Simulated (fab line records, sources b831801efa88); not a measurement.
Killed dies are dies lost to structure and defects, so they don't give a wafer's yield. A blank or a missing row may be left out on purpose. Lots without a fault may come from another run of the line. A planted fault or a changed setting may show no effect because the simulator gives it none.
fab line records | flow sky130
record lots=6 wafers=18 last_day=50
route steps=708 shown VIA3@593 METAL4@598 CAP2M@603 PAD_OPEN@708
lots that met no fault: from a run of the same line without faults
start_h: hours from the record's first day to the start of the lot's first wafer shown | wait_h: hours since the lot's step before | " the same as in the row above | L1.1+2: a row that stands for several wafers | - no value, or no start given | * or withheld: withheld | < > ~ a bound
route shown NAME@n: a module of which the file shows steps, and the number in the route of the first | usual: mean/standard deviation of fault-free wafers | same: alike in all rows | chamber/n: place in a boat | sites: the reading at each site | _std_site: their standard deviation | _edge_site: outer sites' mean less inner sites' | radius_mm: how far each site lies from the wafer's centre | mask NAME#n: copy n | behind: the tool/chamber that last shaped the wafer | hold: why the lot was held/for how many hours/how that ended | device: the transistor (n, p or np) that didn't switch | end of line: the same wafers' tests at the end of the route | a step without rows: its recipe alone | killed: dies lost to structure and defects at the first sort, not the wafer's yield | map: a wafer's dies, x killed, . not, _ none there
set.NAME: the setting as run; set.NAME@STEP: as run at that earlier step | model.NAME: the simulator's own value behind a step, which no gauge read
lots at some steps of the route; a table a step, a row a wafer
services: from which hour (start_h, from the record's first day; less than 0 if before it) a tool's chamber was out of use, for how many hours, and why
## steps
# step SKY_VIA3_SPUTTER_20
# recipe material=TiN target_thk_nm=20 chamber_pressure_pa=4.923 power_w=4000 time_s=80
# usual chamber_pressure_pa=4.922/0.01 throttle_valve_pct=30.4/0.96
# columns lot.wafer tool chamber start_h wait_h chamber_pressure_pa throttle_valve_pct
L394.1 pvd_sputter-03 - 966.77 0.0 4.940 29.8
L394.5 " - " " 4.925 29.4
L394.6 " - " " 4.924 31.7
L398.1 pvd_sputter-03 - 1002.06 0.0 4.918 29.8
L398.2 " - " " 4.923 30.5
L398.5 " - " " 4.915 29.5
L403.4 pvd_sputter-02 - 1041.40 0.0 4.918 31.7
L403.5 " - " " 4.930 30.7
L403.6 " - " " 4.921 31.3
L407.2 pvd_sputter-03 - 1058.86 0.0 4.915 31.8
L407.5 " - " " 4.944 29.7
L407.6 " - " " 4.925 28.7
L410.1 pvd_sputter-03 - 1082.41 0.0 4.935 31.6
L410.2 " - " " 4.926 29.8
L410.6 " - " " 4.905 30.2
L412.3 pvd_sputter-03 - 1092.80 0.0 4.914 28.8
L412.4 " - " " 4.935 31.7
L412.5 " - " " 4.928 31.3
# step SKY_VIA3_CVD_21
# recipe material=W target_thk_nm=390 time_s=117.31 temp_c=400 pressure_torr=40
# usual heater_power_w=842/74
# columns lot.wafer tool chamber start_h wait_h heater_power_w
L394.1 cvd_w-02 0 966.83 0.0 731
L394.5 " 0 " " 733
L394.6 " 1 " " 822
L398.1 cvd_w-02 0 1002.12 0.0 706
L398.2 " 1 " " 797
L398.5 " 0 " " 745
L403.4 cvd_w-01 1 1041.50 0.1 935
L403.5 " 0 " " 857
L403.6 " 1 " " 943
L407.2 cvd_w-01 1 1058.93 0.0 944
L407.5 " 1 " " 935
L407.6 " 0 " " 871
L410.1 cvd_w-01 0 1082.47 0.0 856
L410.2 " 1 " " 944
L410.6 " 0 " " 848
L412.3 cvd_w-01 0 1092.90 0.1 876
L412.4 " 1 " " 914
L412.5 " 0 " " 864
# step SKY_VIA3_RS_MEAS_22
# recipe thk_meas_gauge=four-point-probe reads=W_of_VIA3_CVD_21+TiN_of_VIA3_SPUTTER_20
# usual VIA3_W_RS=0.289/0.0034
# columns lot.wafer tool chamber start_h wait_h VIA3_W_RS[ohm/sq]
L394.1 film_metro-04 - 966.95 0.1 0.292
L394.5 " - " " 0.293
L394.6 " - " " 0.286
L398.1 film_metro-01 - 1002.24 0.1 0.290
L398.2 " - " " 0.288
L398.5 " - " " 0.288
L403.4 film_metro-01 - 1041.64 0.1 0.287
L403.5 " - " " 0.292
L403.6 " - " " 0.290
L407.2 film_metro-01 - 1059.07 0.1 0.287
L407.5 " - " " 0.287
L407.6 " - " " 0.295
L410.1 film_metro-04 - 1082.59 0.1 0.288
L410.2 " - " " 0.287
L410.6 " - " " 0.288
L412.3 film_metro-01 - 1093.02 0.1 0.287
L412.4 " - " " 0.282
L412.5 " - " " 0.289
# step SKY_VIA3_THK_MEAS_23
# recipe thk_meas_gauge=xrf reads=W_of_VIA3_CVD_21
# usual VIA3_W_THK=403/5.8
# columns lot.wafer tool chamber start_h wait_h VIA3_W_THK[nm]
L394.1 film_metro-04 - 967.07 0.1 401
L394.5 " - " " 397
L394.6 " - " " 408
L398.1 film_metro-01 - 1002.36 0.1 398
L398.2 " - " " 403
L398.5 " - " " 401
L403.4 film_metro-01 - 1041.73 0.1 409
L403.5 " - " " 402
L403.6 " - " " 407
L407.2 film_metro-01 - 1059.18 0.1 403
L407.5 " - " " 404
L407.6 " - " " 393
L410.1 film_metro-04 - 1082.71 0.1 404
L410.2 " - " " 408
L410.6 " - " " 407
L412.3 film_metro-01 - 1093.12 0.1 406
L412.4 " - " " 416
L412.5 " - " " 403
# step SKY_VIA3_CMP_24
# recipe stop_on=SiO2 t_overpolish_s=20 down_force_psi=3.5 platen_rpm=60 target_thk_nm=0 pad_velocity_m_s=0.94248
# step SKY_METAL4_SPUTTER_00
# recipe material=Ti target_thk_nm=15 power_w=3000 time_s=10 chamber_pressure_pa=0.4
# step SKY_METAL4_SPUTTER_01
# recipe material=TiN target_thk_nm=20 power_w=6500 time_s=16.7 chamber_pressure_pa=0.4
# usual chamber_pressure_pa=0.4000/0.00081 throttle_valve_pct=30.0/0.92
# columns lot.wafer tool chamber start_h wait_h chamber_pressure_pa throttle_valve_pct
L394.1 pvd_sputter-04 - 967.45 0.0 0.4002 29.8
L394.5 " - " " 0.4015 31.0
L394.6 " - " " 0.4015 29.9
L398.1 pvd_sputter-01 - 1002.74 0.0 0.3997 29.2
L398.2 " - " " 0.3991 31.2
L398.5 " - " " 0.3985 29.1
L403.4 pvd_sputter-01 - 1042.10 0.0 0.4008 29.4
L403.5 " - " " 0.3998 29.1
L403.6 " - " " 0.4007 29.2
L407.2 pvd_sputter-04 - 1059.55 0.0 0.4004 30.9
L407.5 " - " " 0.4003 30.7
L407.6 " - " " 0.3993 29.9
L410.1 pvd_sputter-04 - 1083.09 0.0 0.3990 29.8
L410.2 " - " " 0.4000 30.8
L410.6 " - " " 0.3984 30.5
L412.3 pvd_sputter-01 - 1093.48 0.0 0.3996 29.2
L412.4 " - " " 0.4007 30.9
L412.5 " - " " 0.3993 29.2
# step SKY_METAL4_SPUTTER_02
# recipe material=AlCu target_thk_nm=735 power_w=10600 time_s=39.1 chamber_pressure_pa=0.4
# usual chamber_pressure_pa=0.4000/0.00074 throttle_valve_pct=30.0/0.93
# columns lot.wafer tool chamber start_h wait_h chamber_pressure_pa throttle_valve_pct
L394.1 pvd_sputter-04 - 967.48 0.0 0.4002 30.0
L394.5 " - " " 0.4008 31.2
L394.6 " - " " 0.4003 29.8
L398.1 pvd_sputter-01 - 1002.77 0.0 0.4001 29.1
L398.2 " - " " 0.3980 31.3
L398.5 " - " " 0.3997 29.1
L403.4 pvd_sputter-01 - 1042.13 0.0 0.3998 29.6
L403.5 " - " " 0.4008 29.0
L403.6 " - " " 0.3991 29.3
L407.2 pvd_sputter-04 - 1059.58 0.0 0.3995 31.1
L407.5 " - " " 0.3993 31.0
L407.6 " - " " 0.4006 29.8
L410.1 pvd_sputter-04 - 1083.12 0.0 0.3994 30.0
L410.2 " - " " 0.4006 30.8
L410.6 " - " " 0.4006 30.5
L412.3 pvd_sputter-01 - 1093.51 0.0 0.4014 29.2
L412.4 " - " " 0.4012 31.2
L412.5 " - " " 0.4004 29.2
# step SKY_METAL4_SPUTTER_03
# recipe material=Ti target_thk_nm=5 power_w=3000 time_s=3.3 chamber_pressure_pa=0.4
# usual chamber_pressure_pa=0.3999/0.00076 throttle_valve_pct=30.0/0.91
# columns lot.wafer tool chamber start_h wait_h chamber_pressure_pa throttle_valve_pct
L394.1 pvd_sputter-04 - 967.52 0.0 0.3997 29.9
L394.5 " - " " 0.4014 30.8
L394.6 " - " " 0.3992 30.0
L398.1 pvd_sputter-01 - 1002.81 0.0 0.4002 29.5
L398.2 " - " " 0.3995 31.2
L398.5 " - " " 0.3994 28.9
L403.4 pvd_sputter-01 - 1042.16 0.0 0.4006 29.2
L403.5 " - " " 0.4000 29.2
L403.6 " - " " 0.4019 29.4
L407.2 pvd_sputter-04 - 1059.62 0.0 0.4006 30.8
L407.5 " - " " 0.4009 30.7
L407.6 " - " " 0.3988 30.2
L410.1 pvd_sputter-04 - 1083.16 0.0 0.4002 29.6
L410.2 " - " " 0.4005 30.9
L410.6 " - " " 0.4005 30.1
L412.3 pvd_sputter-01 - 1093.55 0.0 0.3994 29.4
L412.4 " - " " 0.3994 31.4
L412.5 " - " " 0.4010 29.4
# step SKY_METAL4_SPUTTER_04
# recipe material=TiN target_thk_nm=70 power_w=6500 time_s=58.3 chamber_pressure_pa=0.4
# step SKY_CAP2M_CVD_00
# recipe material=SiO2 target_thk_nm=15.5 temp_c=400 time_s=withheld rf_w=450
# step SKY_CAP2M_THK_MEAS_01
# recipe reads=SiO2_of_CAP2M_CVD_00
# usual CAP2M_CVD_00_THK=15.46/0.27
# columns lot.wafer tool chamber start_h wait_h CAP2M_CVD_00_THK[nm]
L394.1 film_metro-01 - 967.61 - 15.22
L394.5 " - " " 15.51
L394.6 " - " " 15.78
L398.1 film_metro-03 - 1002.90 - 15.24
L398.2 " - " " 15.16
L398.5 " - " " 15.54
L403.4 film_metro-04 - 1042.27 - 15.83
L403.5 " - " " 15.32
L403.6 " - " " 15.40
L407.2 film_metro-01 - 1059.72 - 15.08
L407.5 " - " " 16.12
L407.6 " - " " 15.52
L410.1 film_metro-03 - 1083.25 - 15.30
L410.2 " - " " 15.76
L410.6 " - " " 15.38
L412.3 film_metro-04 - 1093.66 - 15.48
L412.4 " - " " 15.46
L412.5 " - " " 15.49
# step SKY_CAP2M_SPUTTER_02
# recipe material=TiN target_thk_nm=200 temp_c=300 power_w=6500 time_s=166.7 chamber_pressure_pa=0.4
# usual chamber_pressure_pa=0.3999/0.00081 throttle_valve_pct=30.2/0.92
# columns lot.wafer tool chamber start_h wait_h chamber_pressure_pa throttle_valve_pct
L394.1 pvd_sputter-02 - 967.67 0.1 0.4001 29.9
L394.5 " - " " 0.4002 28.0
L394.6 " - " " 0.4007 29.9
L398.1 pvd_sputter-04 - 1002.96 0.1 0.4296 28.9
L398.2 " - " " 0.4304 28.8
L398.5 " - " " 0.4304 29.0
L403.4 pvd_sputter-04 - 1042.30 0.0 0.4301 29.8
L403.5 " - " " 0.4304 28.9
L403.6 " - " " 0.4294 29.7
L407.2 pvd_sputter-02 - 1059.77 0.0 0.3982 31.5
L407.5 " - " " 0.3999 29.9
L407.6 " - " " 0.3985 30.6
L410.1 pvd_sputter-01 - 1083.31 0.1 0.4005 29.2
L410.2 " - " " 0.4018 31.3
L410.6 " - " " 0.4023 29.1
L412.3 pvd_sputter-04 - 1093.70 0.0 0.3989 31.2
L412.4 " - " " 0.4003 31.0
L412.5 " - " " 0.4009 30.7
# step SKY_CAP2M_RS_MEAS_03
# recipe thk_meas_gauge=four-point-probe reads=TiN_of_CAP2M_SPUTTER_02
# usual CAP2M_TIN_RS=6.94/0.13
# columns lot.wafer tool chamber start_h wait_h CAP2M_TIN_RS[ohm/sq]
L394.1 film_metro-04 - 967.78 0.1 6.66
L394.5 " - " " 7.02
L394.6 " - " " 6.67
L398.1 film_metro-04 - 1003.07 0.1 6.96
L398.2 " - " " 7.01
L398.5 " - " " 7.09
L403.4 film_metro-03 - 1042.47 0.1 7.31
L403.5 " - " " 7.13
L403.6 " - " " 7.25
L407.2 film_metro-04 - 1059.90 0.1 6.88
L407.5 " - " " 6.69
L407.6 " - " " 7.04
L410.1 film_metro-04 - 1083.42 0.1 6.88
L410.2 " - " " 6.77
L410.6 " - " " 6.86
L412.3 film_metro-03 - 1093.85 0.1 6.96
L412.4 " - " " 7.02
L412.5 " - " " 7.06
# step SKY_PAD_OPEN_PROBE_99
# usual defect_limited_yield=82.4/1.9 killed_at_M0_to_M3=45/7.5 killed_at_M4_up=2.8/1.9 killed_at_contacts=25/5.5 killed_at_front_end=14/4 killed_at_other=0.3/0.75 killed_dies=87/9.4 killed_open=47/6.6 killed_short=39/6.6 sort_bin_3_pad_short=0.9/0.39 sort_bin_5_function=10.4/1.5 sort_bin_6_memory=6.3/1.2 sort_n_pass=405/9.4 sort_yield_pct=82.4/1.9
# same gross_dies=492 killed_at_back_side=0 sort_bin_4_leakage[%]=0 sort_bin_8_speed[%]=0
# columns lot.wafer tool chamber start_h wait_h defect_limited_yield[%] killed_at_M0_to_M3 killed_at_M4_up killed_at_contacts killed_at_front_end killed_at_other killed_dies killed_open killed_short sort_bin_3_pad_short[%] sort_bin_5_function[%] sort_bin_6_memory[%] sort_n_pass sort_yield_pct[%]
L394.1 prober-01 - 1111.37 0.1 83.1 53 0 20 10 0 83 46 37 1.2 11.0 4.7 409 83.1
L394.5 prober-01 - 1111.57 0.2 81.1 45 2 30 16 0 93 45 48 0.6 12.6 5.7 399 81.1
L394.6 prober-01 - 1111.62 0.2 80.5 52 5 16 16 7 96 50 39 1.4 12.0 6.1 396 80.5
L403.4 prober-01 - 1171.38 0.2 82.3 51 1 23 10 2 87 54 33 0.2 10.6 6.9 405 82.3
L403.5 prober-01 - 1171.43 0.2 82.3 48 2 24 13 0 87 40 47 1.2 9.8 6.7 405 82.3
L403.6 prober-01 - 1171.48 0.2 79.9 49 1 36 13 0 99 49 50 1.2 12.0 6.9 393 79.9
L410.1 prober-01 - 1202.71 0.1 81.7 42 2 35 11 0 90 47 43 0.8 10.2 7.3 402 81.7
L410.2 prober-01 - 1202.76 0.1 83.7 41 0 25 14 0 80 42 38 0.8 10.2 5.3 412 83.7
L410.6 prober-01 - 1202.96 0.2 83.7 38 3 28 9 2 80 40 40 0.8 9.6 5.9 412 83.7
L412.3 prober-02 - 1207.61 0.2 85.0 31 1 32 10 0 74 40 34 0.4 9.8 4.9 418 85.0
L412.4 prober-02 - 1207.66 0.2 80.5 44 4 27 20 1 96 47 49 0.6 8.5 10.4 396 80.5
L412.5 prober-02 - 1207.71 0.2 81.3 46 3 22 20 1 92 49 43 0.6 12.2 5.9 400 81.3
# killed by level:class
L394.1 VIA1:geometric_particle:open=13 VIA2:geometric_particle:open=9 LI_CONTACT:geometric_particle:open=7 LOCAL_INTERCONNECT:geometric_particle:short=6 METAL2:geometric_particle:short=6 METAL1:geometric_particle:short=5 VIA3:geometric_particle:short=5 VIA3:geometric_particle:open=5
L394.5 CONTACT:geometric_particle:open=9 LOCAL_INTERCONNECT:geometric_particle:short=7 METAL2:geometric_particle:short=7 LI_CONTACT:geometric_particle:open=6 VIA2:geometric_particle:open=6 VIA3:geometric_particle:open=6 METAL3:geometric_particle:short=6 FIELD_ISO:geometric_particle:short=5
L394.6 VIA3:geometric_particle:open=11 VIA1:geometric_particle:open=9 CONTACT:geometric_particle:open=7 PASSIVATION:area_etch=7 VIA2:geometric_particle:open=6 VIA3:geometric_particle:short=6 FIELD_ISO:geometric_particle:open=5 FIELD_ISO:geometric_particle:short=4
L403.4 CONTACT:geometric_particle:open=11 VIA3:geometric_particle:open=11 VIA1:geometric_particle:open=10 VIA2:geometric_particle:open=8 LI_CONTACT:geometric_particle:open=6 VIA3:geometric_particle:short=5 METAL3:geometric_particle:short=5 METAL2:geometric_particle:short=4
L403.5 VIA1:geometric_particle:open=11 METAL1:geometric_particle:short=9 METAL2:geometric_particle:short=8 FIELD_ISO:geometric_particle:short=7 VIA2:geometric_particle:open=7 LI_CONTACT:geometric_particle:short=6 LI_CONTACT:geometric_particle:open=5 CONTACT:geometric_particle:short=5
L403.6 CONTACT:geometric_particle:open=13 VIA2:geometric_particle:open=12 METAL1:geometric_particle:short=7 VIA1:geometric_particle:open=7 LI_CONTACT:geometric_particle:open=6 LOCAL_INTERCONNECT:geometric_particle:short=6 CONTACT:geometric_particle:short=6 FIELD_ISO:geometric_particle:short=5
L410.1 CONTACT:geometric_particle:open=12 METAL2:geometric_particle:short=8 VIA1:geometric_particle:open=8 LI_CONTACT:geometric_particle:open=7 POLY_GATE:geometric_particle:open=6 LI_CONTACT:geometric_particle:short=6 LOCAL_INTERCONNECT:geometric_particle:short=6 VIA2:geometric_particle:open=6
L410.2 CONTACT:geometric_particle:open=12 VIA3:geometric_particle:open=6 METAL1:geometric_particle:short=6 METAL2:geometric_particle:short=6 POLY_GATE:geometric_particle:open=5 POLY_GATE:geometric_particle:short=5 LI_CONTACT:geometric_particle:short=5 VIA1:geometric_particle:open=5
L410.6 METAL2:geometric_particle:short=10 CONTACT:geometric_particle:open=8 CONTACT:geometric_particle:short=7 LI_CONTACT:geometric_particle:short=6 LI_CONTACT:geometric_particle:open=6 VIA2:geometric_particle:open=6 VIA3:geometric_particle:open=4 VIA1:geometric_particle:open=4
L412.3 CONTACT:geometric_particle:open=11 LI_CONTACT:geometric_particle:open=10 LOCAL_INTERCONNECT:geometric_particle:short=6 VIA1:geometric_particle:open=6 VIA1:geometric_particle:short=5 METAL1:geometric_particle:short=4 VIA2:geometric_particle:open=4 VIA3:geometric_particle:open=4
L412.4 CONTACT:geometric_particle:open=10 VIA1:geometric_particle:open=9 VIA3:geometric_particle:open=9 CONTACT:geometric_particle:short=7 FIELD_ISO:geometric_particle:short=6 POLY_GATE:geometric_particle:open=6 METAL1:geometric_particle:short=6 VIA1:geometric_particle:short=5
L412.5 VIA1:geometric_particle:open=18 LOCAL_INTERCONNECT:geometric_particle:short=7 METAL1:geometric_particle:short=6 POLY_GATE:geometric_particle:open=5 CONTACT:geometric_particle:open=5 FIELD_ISO:geometric_particle:short=4 FIELD_ISO:geometric_particle:open=4 LI_CONTACT:geometric_particle:short=4
## services
# columns tool chamber start_h hours kind
cvd_w-01 0 955.18 1.5 repair
cvd_w-01 - 987.05 14.6 pm
cvd_w-01 - 1001.65 6.9 pm
cvd_w-02 - 1008.55 28.1 pm
cvd_w-01 0 1026.55 4.8 repair
## key
first_sign step=SKY_CAP2M_SPUTTER_02 reading=chamber_pressure_pa direction=up sigmas=37 usual=0.3999 struck=0.4300
effect none on later readings
met_at SKY_CAP2M_SPUTTER_02
struck_wafers L398.1,L398.2,L398.5,L403.4,L403.5,L403.6
fault kind=process_parameter_drift tool=pvd_sputter-04 chamber=- onset_h=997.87 steps=SKY_CAP2M_SPUTTER_02 channel=chamber_pressure_pa offset=0.030756 shape=step end_h=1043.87 acts_in=these_recipes_only stated=0.4
